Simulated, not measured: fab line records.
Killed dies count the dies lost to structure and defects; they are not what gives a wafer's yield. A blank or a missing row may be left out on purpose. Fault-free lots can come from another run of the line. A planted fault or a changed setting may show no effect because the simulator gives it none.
A sampling plan put to the test	flow gf180mcu	each of the 19 faults these records tell of, on one fab line, judged from the records of the lots it struck
Plan = the line's own looks (route steps where a gauge or an inspection reads the wafer without altering it). A look can be judged if struck wafers have a number there and the file gives its usual mean and standard deviation on fault-free wafers. Caught: the struck wafers' mean, at a look after the fault's first step, is 4 or more of those standard deviations (sigma) away from the usual mean. On the tool: the identical test, applied to the tool's own readings at the steps of the fault. Caught also covers a different recipe on the struck wafers, or a record left blank for those wafers only.

THE FAULTS, as the simulator had put them in
1. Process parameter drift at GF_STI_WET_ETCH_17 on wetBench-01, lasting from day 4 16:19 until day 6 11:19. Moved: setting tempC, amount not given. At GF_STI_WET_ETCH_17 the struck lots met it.
2. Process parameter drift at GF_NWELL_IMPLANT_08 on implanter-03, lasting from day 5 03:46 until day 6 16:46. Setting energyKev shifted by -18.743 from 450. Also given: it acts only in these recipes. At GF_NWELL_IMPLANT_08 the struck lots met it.
3. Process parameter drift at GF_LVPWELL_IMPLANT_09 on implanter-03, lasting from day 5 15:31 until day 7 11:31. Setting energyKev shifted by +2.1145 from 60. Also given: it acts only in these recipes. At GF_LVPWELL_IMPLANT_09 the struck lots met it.
4. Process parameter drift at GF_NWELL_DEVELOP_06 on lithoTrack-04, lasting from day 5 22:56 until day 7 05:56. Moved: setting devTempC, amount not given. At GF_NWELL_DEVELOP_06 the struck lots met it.
5. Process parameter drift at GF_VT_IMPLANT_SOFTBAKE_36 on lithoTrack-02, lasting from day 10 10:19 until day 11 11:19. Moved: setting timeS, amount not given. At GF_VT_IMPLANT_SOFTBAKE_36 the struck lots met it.
6. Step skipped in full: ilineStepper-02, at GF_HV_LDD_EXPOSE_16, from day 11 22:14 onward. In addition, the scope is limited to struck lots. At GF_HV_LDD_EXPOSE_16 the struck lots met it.
7. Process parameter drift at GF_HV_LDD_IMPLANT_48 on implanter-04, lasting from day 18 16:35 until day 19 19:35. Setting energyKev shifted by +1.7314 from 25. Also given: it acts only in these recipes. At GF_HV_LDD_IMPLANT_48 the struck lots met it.
8. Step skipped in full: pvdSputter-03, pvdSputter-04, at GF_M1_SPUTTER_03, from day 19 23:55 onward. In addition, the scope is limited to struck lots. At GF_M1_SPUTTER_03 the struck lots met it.
9. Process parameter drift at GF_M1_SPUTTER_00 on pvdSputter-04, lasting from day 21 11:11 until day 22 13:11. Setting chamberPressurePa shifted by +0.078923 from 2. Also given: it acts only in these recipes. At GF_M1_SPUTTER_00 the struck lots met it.
10. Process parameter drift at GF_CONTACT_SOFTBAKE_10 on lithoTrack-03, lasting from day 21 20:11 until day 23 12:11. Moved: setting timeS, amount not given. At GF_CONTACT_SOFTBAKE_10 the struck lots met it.
11. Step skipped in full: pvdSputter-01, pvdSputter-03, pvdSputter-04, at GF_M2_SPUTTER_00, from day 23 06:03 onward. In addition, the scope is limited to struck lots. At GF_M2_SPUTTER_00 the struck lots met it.
12. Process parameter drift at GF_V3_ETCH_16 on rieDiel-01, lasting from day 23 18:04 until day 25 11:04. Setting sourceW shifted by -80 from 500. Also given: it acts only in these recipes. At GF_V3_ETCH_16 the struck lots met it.
13. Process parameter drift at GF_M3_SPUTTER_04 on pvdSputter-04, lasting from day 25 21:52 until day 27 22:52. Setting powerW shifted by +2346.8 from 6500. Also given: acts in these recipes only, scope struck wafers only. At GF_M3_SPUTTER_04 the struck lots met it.
14. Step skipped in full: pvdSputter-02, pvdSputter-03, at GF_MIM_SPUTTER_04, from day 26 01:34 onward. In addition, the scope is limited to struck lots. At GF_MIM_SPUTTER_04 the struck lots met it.
15. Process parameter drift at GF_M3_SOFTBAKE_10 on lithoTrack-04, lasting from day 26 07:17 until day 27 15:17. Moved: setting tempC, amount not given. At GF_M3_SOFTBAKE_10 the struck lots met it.
16. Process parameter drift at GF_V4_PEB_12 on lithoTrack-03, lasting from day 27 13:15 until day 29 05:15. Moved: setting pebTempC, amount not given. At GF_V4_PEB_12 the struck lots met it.
17. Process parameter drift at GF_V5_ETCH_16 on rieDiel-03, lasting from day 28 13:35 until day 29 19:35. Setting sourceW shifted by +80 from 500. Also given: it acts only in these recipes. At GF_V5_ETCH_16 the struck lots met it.
18. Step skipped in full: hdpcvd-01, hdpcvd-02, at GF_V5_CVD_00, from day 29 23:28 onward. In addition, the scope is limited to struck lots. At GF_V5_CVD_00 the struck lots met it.
19. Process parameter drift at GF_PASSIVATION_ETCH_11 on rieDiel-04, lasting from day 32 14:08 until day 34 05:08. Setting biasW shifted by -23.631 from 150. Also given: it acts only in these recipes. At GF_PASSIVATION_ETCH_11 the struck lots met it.

WHAT THE PLAN SAW
fault	on the tool itself	first look that catches it	reading, sigma	median hours from its first step to that look	hours from the fault's start to the first struck lot there	judged looks passed uncaught
1	tempC +7.1 sigma	none of the 2 looks that can be judged after it	-	-	-	2
2	beamEnergyKeV -99 or beyond sigma	none of the 2 looks that can be judged after it	-	-	-	2
3	beamEnergyKeV +99 or beyond sigma	not the one look that can be judged after it	-	-	-	1
4	developerTempC +10 sigma	no look after it can be judged	-	-	-	0
5	runLengthS +10 sigma	none of the 3 looks that can be judged after it	-	-	-	3
6	no reading that can be judged	no look after it can be judged	-	-	-	0
7	beamEnergyKeV +99 or beyond sigma	no look after it can be judged	-	-	-	0
8	the tool's record is blank for the struck wafers	no look after it can be judged	-	-	-	0
9	chamberPressurePa +20 sigma	not the one look that can be judged after it	-	-	-	1
10	heaterPowerTotalW +29 sigma	not the one look that can be judged after it	-	-	-	1
11	the tool's record is blank for the struck wafers	not the one look that can be judged after it	-	-	-	1
12	rfFwdPowerW -44 sigma	no look after it can be judged	-	-	-	0
13	cathodeDcPowerW +99 or beyond sigma	no look after it can be judged	-	-	-	0
14	the tool's record is blank for the struck wafers	no look after it can be judged	-	-	-	0
15	heaterPowerTotalW -59 sigma	GF_M3_CD_MEAS_14	cdNm +6.8	10.3	14	0
16	heaterPowerTotalW +8.7 sigma	not the one look that can be judged after it	-	-	-	1
17	rfFwdPowerW +38 sigma	not the one look that can be judged after it	-	-	-	1
18	the tool's record is blank for the struck wafers	no look after it can be judged	-	-	-	0
19	biasW -57 sigma	not the one look that can be judged after it	-	-	-	1
A dash: the fault is not caught, or the number is missing from these records.

Caught at a look: 1 of 19. Caught on the tool: 18 of 19. By one or the other: 18 of 19.
Faults caught by the tool alone: 1, 2, 3, 4, 5, 7, 8, 9, 10, 11, 12, 13, 14, 16, 17, 18, 19.
Caught by neither: fault 6.

THINNER SAMPLING
In the worst case, this is how late the first struck lot would be measured if the look that catches a fault measured only every second or every third lot, by lot number:
fault	struck lots at that look, in order of time	every lot	every second lot	every third lot
15	L326, L327	14 h	22 h	may miss all 2
Hours count from the start of the fault until the first struck lot that is measured. 4 sigma limit: tested on the pooled struck wafers, so a lone lot may be under it. Other struck lots may not be in these records.

THE LONGEST TIMED WAY FROM STEP TO LOOK
Fault 15: the median time between GF_M3_SOFTBAKE_10 and GF_M3_CD_MEAS_14 is 10.3 hours. No look between them can be judged.
